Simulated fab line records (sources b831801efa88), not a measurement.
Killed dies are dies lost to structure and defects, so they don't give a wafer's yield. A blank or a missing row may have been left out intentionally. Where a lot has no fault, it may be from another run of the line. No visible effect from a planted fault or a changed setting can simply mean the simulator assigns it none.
fab line records	flow sky130
record lots=13	wafers=39	lastDay=50
route steps=708 shown LI_CONTACT@380 VIA4@656 PAD_OPEN@702
lots untouched by any fault: they come from a run of this same line in which no faults occurred
startH: hours from the record's first day to the start of the lot's first wafer shown	waitH: hours since the lot's step before	" same as the row above	L1.1+2: a row that stands for several wafers	- no value, or no start given	* or withheld: withheld	< > ~ a bound
route shown NAME@n: names a module that has steps shown in the file, with the first one's number in the route	usual: the fault-free wafers' mean and standard deviation	same: alike in all rows	chamber/n: place in a boat	sites: the reading at each site	_std_site: standard deviation of those values	_edge_site: mean of outer sites minus mean of inner sites	radiusMm: how far each site lies from the wafer's centre	mask NAME#n: copy n	behind: the tool/chamber that last shaped the wafer	hold: why the lot was held/for how many hours/how that ended	device: transistor that didn't switch, given as n, p or np	end of line: the route-end tests of the same wafers	where a step has no rows: the recipe by itself	killed: dies that structure and defects cost at the first sort, which is not the same as the wafer's yield	map: shows each die of a wafer: x if killed, . if not, _ if none is there
set.NAME: the setting the step ran with; set.NAME@STEP: the setting that earlier step ran with	model.NAME: the simulator's own value behind a step, which no gauge read
steps of the route over a sample of lots; a table a step, a row a wafer
services: from which hour (startH, from the record's first day; less than 0 if before it) a tool's chamber was out of use, for how many hours, and why
## steps
# step SKY_LI_CONTACT_PRE_CLEAN_18
# recipe gas=Ar	timeS=5.6	biasV=358
lot.wafer	tool	chamber	startH	waitH
L476.2+3+6	pvdSputter-02	-	688.01	0.0
L475.1+2+3	pvdSputter-03	-	690.06	0.0
L478.4+5+6	pvdSputter-02	-	714.62	0.0
L477.2+3+5	pvdSputter-02	-	720.87	0.0
L482.3+4+6	pvdSputter-02	-	750.25	0.0
L483.1+5+6	pvdSputter-02	-	755.04	0.0
L484.2+3+4	pvdSputter-02	-	773.11	0.0
L488.2+4+5	pvdSputter-01	-	784.96	0.0
L487.2+3+4	pvdSputter-03	-	791.01	0.0
L490.1+2+6	pvdSputter-03	-	797.46	0.0
L492.1+2+4	pvdSputter-01	-	818.23	0.0
L495.3+5+6	pvdSputter-03	-	842.11	0.0
L496.1+3+5	pvdSputter-02	-	861.88	0.0
# step SKY_VIA4_SPUTTER_17
# recipe material=TiN	targetThkNm=20	chamberPressurePa=5	powerW=4000	timeS=80
# usual throttleValvePct=29.7/0.8
lot.wafer	tool	chamber	startH	waitH	throttleValvePct
L476.2	pvdSputter-02	-	1012.95	0.0	31.8
L476.3	"	-	"	"	30.6
L476.6	"	-	"	"	30.7
L475.1	pvdSputter-01	-	1015.55	0.0	30.6
L475.2	"	-	"	"	29.0
L475.3	"	-	"	"	29.4
L478.4	pvdSputter-03	-	1036.19	0.0	29.1
L478.5	"	-	"	"	29.6
L478.6	"	-	"	"	28.9
L477.2	pvdSputter-03	-	1038.52	0.0	30.0
L477.3	"	-	"	"	29.4
L477.5	"	-	"	"	28.7
L482.3	pvdSputter-02	-	1065.35	0.0	30.5
L482.4	"	-	"	"	31.6
L482.6	"	-	"	"	29.2
L483.1	pvdSputter-01	-	1067.36	0.0	29.3
L483.5	"	-	"	"	30.7
L483.6	"	-	"	"	30.1
L484.2	pvdSputter-01	-	1079.27	0.0	30.3
L484.3	"	-	"	"	29.4
L484.4	"	-	"	"	28.5
L488.2	pvdSputter-03	-	1091.82	0.0	29.0
L488.4	"	-	"	"	29.8
L488.5	"	-	"	"	29.1
L487.2	pvdSputter-02	-	1093.31	0.0	30.1
L487.3	"	-	"	"	31.0
L487.4	"	-	"	"	30.7
L490.1	pvdSputter-01	-	1100.96	0.0	28.6
L490.2	"	-	"	"	29.6
L490.6	"	-	"	"	30.3
L492.1	pvdSputter-03	-	1115.72	0.0	29.7
L492.2	"	-	"	"	29.3
L492.4	"	-	"	"	29.1
L495.3	pvdSputter-01	-	1136.50	0.0	30.1
L495.5	"	-	"	"	28.7
L495.6	"	-	"	"	30.4
L496.1	pvdSputter-02	-	1147.11	0.0	29.1
L496.3	"	-	"	"	30.6
L496.5	"	-	"	"	30.6
# step SKY_PAD_OPEN_STRIP_08
# recipe chemistry=O2/N2	powerW=1400	pressureMtorr=1500	platenTempC=withheld	overashFraction=0.7	o2FlowSccm=3000	n2FlowSccm=300
# usual drypumpMotorCurrentA=5.9/0.52	oesProductAu=0.662/0.005	stripTimeToEndpointS=37.07/0.11
lot.wafer	tool	chamber	startH	waitH	drypumpMotorCurrentA	oesProductAu	rfHoursCounterH	stripTimeToEndpointS
L476.2	plasmaAsher-01	1	1080.57	0.1	6.3	0.660	62	37.16
L476.3	"	1	"	"	6.3	0.672	-	37.17
L476.6	"	1	"	"	6.3	0.666	-	37.09
L475.1	plasmaAsher-01	0	1081.84	0.1	5.3	0.667	62	37.10
L475.2	"	1	"	"	6.2	0.657	62	37.23
L475.3	"	0	"	"	5.3	0.655	-	37.19
L478.4	plasmaAsher-04	0	1101.67	0.1	5.3	0.654	-	36.99
L478.5	"	1	"	"	6.6	0.671	-	37.11
L478.6	"	0	"	"	5.3	0.655	-	37.08
L477.2	plasmaAsher-04	1	1103.74	0.1	6.7	0.658	96	37.08
L477.3	"	0	"	"	5.3	0.663	-	37.00
L477.5	"	1	"	"	6.6	0.661	-	37.10
L482.3	plasmaAsher-01	0	1128.52	0.1	5.3	0.657	-	37.24
L482.4	"	1	"	"	6.3	0.657	-	37.15
L482.6	"	1	"	"	6.3	0.663	-	37.13
L483.1	plasmaAsher-04	1	1130.22	0.1	6.7	0.667	99	36.92
L483.5	"	1	"	"	6.7	0.660	-	37.08
L483.6	"	0	"	"	5.3	0.665	-	36.97
L484.2	plasmaAsher-02	0	1141.56	0.1	5.9	0.662	38	37.17
L484.3	"	0	"	"	5.9	0.654	-	37.15
L484.4	"	1	"	"	5.6	0.659	-	36.97
L488.2	plasmaAsher-02	0	1151.67	0.1	5.9	0.664	39	37.08
L488.4	"	0	"	"	5.9	0.667	-	37.01
L488.5	"	1	"	"	5.6	0.667	-	37.08
L487.2	plasmaAsher-04	1	1154.06	0.1	6.6	0.659	101	36.90
L487.3	"	0	"	"	5.4	0.651	-	36.86
L487.4	"	1	"	"	6.6	0.663	-	37.07
L490.1	plasmaAsher-04	1	1160.87	0.1	6.6	0.664	102	37.06
L490.2	"	0	"	"	5.3	0.661	102	37.15
L490.6	"	0	"	"	5.3	0.667	-	37.16
L492.1	plasmaAsher-04	0	1172.07	0.1	5.3	0.654	103	37.24
L492.2	"	1	"	"	6.6	0.661	103	37.19
L492.4	"	1	"	"	6.6	0.667	-	37.13
L495.3	plasmaAsher-04	0	1189.21	0.1	5.4	0.663	-	36.99
L495.5	"	0	"	"	5.4	0.665	-	36.77
L495.6	"	1	"	"	6.6	0.661	-	36.92
L496.1	plasmaAsher-04	0	1197.92	0.1	5.3	0.667	105	37.11
L496.3	"	1	"	"	6.6	0.664	-	37.13
L496.5	"	1	"	"	6.6	0.663	-	37.15
# step SKY_PAD_OPEN_BOW_MEAS_13
# recipe mode=bow
# usual PAD_OPEN_BOW=47/8.1
lot.wafer	tool	chamber	startH	waitH	PAD_OPEN_BOW[um]
L476.2	filmMetro-02	-	1082.68	-	61
L476.3	"	-	"	"	57
L476.6	"	-	"	"	55
L475.1	filmMetro-03	-	1083.93	-	53
L475.2	"	-	"	"	39
L475.3	"	-	"	"	45
L478.4	filmMetro-01	-	1103.79	-	60
L478.5	"	-	"	"	56
L478.6	"	-	"	"	47
L477.2	filmMetro-01	-	1105.85	-	51
L477.3	"	-	"	"	52
L477.5	"	-	"	"	44
L482.3	filmMetro-01	-	1130.62	-	56
L482.4	"	-	"	"	68
L482.6	"	-	"	"	43
L483.1	filmMetro-03	-	1132.32	-	44
L483.5	"	-	"	"	50
L483.6	"	-	"	"	62
L484.2	filmMetro-03	-	1143.68	-	57
L484.3	"	-	"	"	52
L484.4	"	-	"	"	57
L488.2	filmMetro-02	-	1153.82	-	39
L488.4	"	-	"	"	40
L488.5	"	-	"	"	48
L487.2	filmMetro-03	-	1156.18	-	21
L487.3	"	-	"	"	36
L487.4	"	-	"	"	34
L490.1	filmMetro-02	-	1162.96	-	43
L490.2	"	-	"	"	41
L490.6	"	-	"	"	33
L492.1	filmMetro-03	-	1174.17	-	43
L492.2	"	-	"	"	40
L492.4	"	-	"	"	31
L495.3	filmMetro-01	-	1191.49	-	50
L495.5	"	-	"	"	53
L495.6	"	-	"	"	54
L496.1	filmMetro-02	-	1200.05	-	58
L496.3	"	-	"	"	41
L496.5	"	-	"	"	47
# step SKY_PAD_OPEN_PROBE_99
# usual killed_at_M0_to_M3=42/6.4	killed_at_M4_up=3.2/1.9	killedAtContacts=24/4.8	killedAtFrontEnd=16/4.4	killedAtOther=0.3/0.55	killedDies=86/8.6	killedOnRim=17/3.5	killedOpen=46/6.6	killedShort=39/5.7
# same grossDies=492	killedAtBackSide=0
lot.wafer	tool	chamber	startH	waitH	killed_at_M0_to_M3	killed_at_M4_up	killedAtContacts	killedAtFrontEnd	killedAtOther	killedDies	killedOnRim	killedOpen	killedShort
L483.1	prober-01	-	1132.44	0.1	28	2	86	17	1	134	14	35	34
L483.5	prober-01	-	1132.64	0.2	28	1	84	21	1	135	20	31	38
L483.6	prober-01	-	1132.69	0.2	33	2	93	19	2	149	22	44	41
L484.2	prober-02	-	1143.83	0.1	33	3	80	15	0	131	17	32	39
L484.3	prober-02	-	1143.88	0.2	36	1	88	16	0	141	16	42	30
L484.4	prober-02	-	1143.93	0.2	51	4	86	11	0	152	18	52	35
# killed by level:class
L483.1 LI_CONTACT:unspecified=65 CONTACT:geometricParticle:open=8 LI_CONTACT:geometricParticle:open=6 FIELD_ISO:geometricParticle:short=5 VIA3:geometricParticle:open=5 POLY_GATE:geometricParticle:short=4 VIA2:geometricParticle:open=4 METAL2:geometricParticle:short=4
L483.5 LI_CONTACT:unspecified=64 FIELD_ISO:geometricParticle:open=6 VIA2:geometricParticle:short=6 CONTACT:geometricParticle:open=6 FIELD_ISO:geometricParticle:short=5 LI_CONTACT:geometricParticle:open=4 CONTACT:geometricParticle:short=4 METAL3:geometricParticle:short=4
L483.6 LI_CONTACT:unspecified=62 CONTACT:geometricParticle:open=13 METAL2:geometricParticle:short=8 VIA1:geometricParticle:open=8 LI_CONTACT:geometricParticle:open=6 CONTACT:geometricParticle:short=5 METAL1:geometricParticle:short=5 FIELD_ISO:geometricParticle:short=4
L484.2 LI_CONTACT:unspecified=60 CONTACT:geometricParticle:open=6 POLY_GATE:geometricParticle:short=5 LI_CONTACT:geometricParticle:short=5 VIA1:geometricParticle:short=5 VIA3:geometricParticle:short=5 LOCAL_INTERCONNECT:geometricParticle:short=4 METAL1:geometricParticle:short=4
L484.3 LI_CONTACT:unspecified=69 VIA1:geometricParticle:open=11 CONTACT:geometricParticle:open=8 METAL1:geometricParticle:short=6 LI_CONTACT:geometricParticle:open=6 METAL2:geometricParticle:short=5 METAL3:geometricParticle:short=5 FIELD_ISO:geometricParticle:short=4
L484.4 LI_CONTACT:unspecified=65 VIA1:geometricParticle:open=13 VIA2:geometricParticle:open=10 CONTACT:geometricParticle:open=9 METAL2:geometricParticle:short=7 VIA3:geometricParticle:open=7 LI_CONTACT:geometricParticle:open=6 METAL1:geometricParticle:short=6
## services
tool	chamber	startH	hours	kind
pvdSputter-02	-	668.50	1.5	repair
plasmaAsher-02	-	670.67	3.7	repair
plasmaAsher-02	-	674.76	6.2	repair
pvdSputter-02	2	680.43	-	consumableReplace:kit
pvdSputter-01	-	683.49	41.3	repair
pvdSputter-02	-	684.50	3.2	repair
pvdSputter-01	-	689.97	2.7	repair
plasmaAsher-04	-	702.46	1.8	repair
pvdSputter-03	-	707.51	0.6	repair
plasmaAsher-02	-	717.25	1.3	repair
plasmaAsher-02	-	733.75	9.0	pm
pvdSputter-02	-	748.00	1.4	repair
plasmaAsher-02	-	792.56	14.6	pm
pvdSputter-03	-	873.15	0.5	repair
plasmaAsher-02	-	902.56	6.1	repair
pvdSputter-01	-	923.22	5.2	repair
plasmaAsher-01	-	923.72	4.0	repair
plasmaAsher-02	-	1019.84	2.8	pm
pvdSputter-02	-	1027.54	0.5	repair
pvdSputter-01	-	1063.79	1.6	repair
plasmaAsher-04	-	1096.18	3.6	repair
plasmaAsher-04	-	1163.09	0.8	repair
pvdSputter-02	-	1177.34	12.1	repair
plasmaAsher-04	-	1183.72	3.0	repair
## key
firstSign step=SKY_PAD_OPEN_PROBE_99	reading=killedAtContacts	direction=up	sigmas=13	usual=24	struck=86
effect step=SKY_PAD_OPEN_PROBE_99	reading=killedDies	direction=up	sigmas=6.4	usual=86	struck=140
metAt SKY_LI_CONTACT_PRE_CLEAN_18
struckLots L483,L484
testerLeftOut L483,L484
notActingAt SKY_VIA4_SPUTTER_17,SKY_PAD_OPEN_STRIP_08,SKY_PAD_OPEN_BOW_MEAS_13
onsetBetween 750.25 755.04
fault kind=chamberParticleSource	tool=pvdSputter-02	chamber=-	onsetH=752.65	steps=SKY_LI_CONTACT_PRE_CLEAN_18	ratePerVisitCm2=1.586	endH=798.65
# testerLeftOut: of these lots the tester's yield and bins aren't shown, on N5 and GAA mostly nor the transistor test; their killed dies are dies lost to structure and defects alone, not to doping, threshold or leakage, so they don't give the yield
